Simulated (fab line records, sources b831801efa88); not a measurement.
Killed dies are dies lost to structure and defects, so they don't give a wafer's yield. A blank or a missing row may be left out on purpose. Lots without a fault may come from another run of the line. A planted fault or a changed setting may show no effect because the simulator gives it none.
Chamber matching | flow gf180mcu | GF_CONTACT_CVD_02 on pecvd-03: 3 sister chambers
The step deposits SiO2 from TEOS, target thk 860 nm, time 95.992 s. 3 wafers are shown with their chamber, then 12 later ones without.

WAFERS WITH THEIR CHAMBER
wafer  | chamber | heater_power_w (W)
L084.4 | 0       | 603
L084.5 | 2       | 684
L084.6 | 1       | 568

WAFERS WITHOUT THEIR CHAMBER
wafer  | heater_power_w (W)
L086.2 | 734
L086.3 | 639
L086.4 | 707
L088.1 | 671
L088.4 | 545
L088.6 | 582
L089.3 | 765
L089.4 | 535
L089.5 | 765
L092.2 | 668
L092.5 | 761
L092.6 | 538

WHICH CHAMBER EACH WENT THROUGH
wafer  | from the rows above          | in truth
L086.2 | can't be placed: 2 or 0      | 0
L086.3 | can't be placed: 0 or 2 or 1 | 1
L086.4 | can't be placed: 2 or 0      | 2
L088.1 | can't be placed: 2 or 0 or 1 | 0
L088.4 | can't be placed: 1 or 0      | 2
L088.6 | can't be placed: 1 or 0 or 2 | 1
L089.3 | can't be placed: 2 or 0      | 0
L089.4 | can't be placed: 1 or 0      | 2
L089.5 | can't be placed: 2 or 0      | 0
L092.2 | can't be placed: 2 or 0 or 1 | 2
L092.5 | can't be placed: 2 or 0      | 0
L092.6 | can't be placed: 1 or 0      | 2
Placed correctly: 0 of 12. Can't be placed from these rows: 12 (the true chamber is among the candidates in 9). Placed wrongly: 0.
How it was worked out, from the rows above alone: a wafer's distance from a chamber is the root of the sum, over the readings, of the square of ((its reading less the chamber's mean) divided by the reading's scatter). The wafer belongs to the nearest chamber; if the next one is less than 2 further off, it can't be placed. A chamber's mean is the mean of its shown wafers. The scatter: with one shown wafer a chamber, the root of the mean of the squares of how far each hidden wafer lies from its nearest shown one.
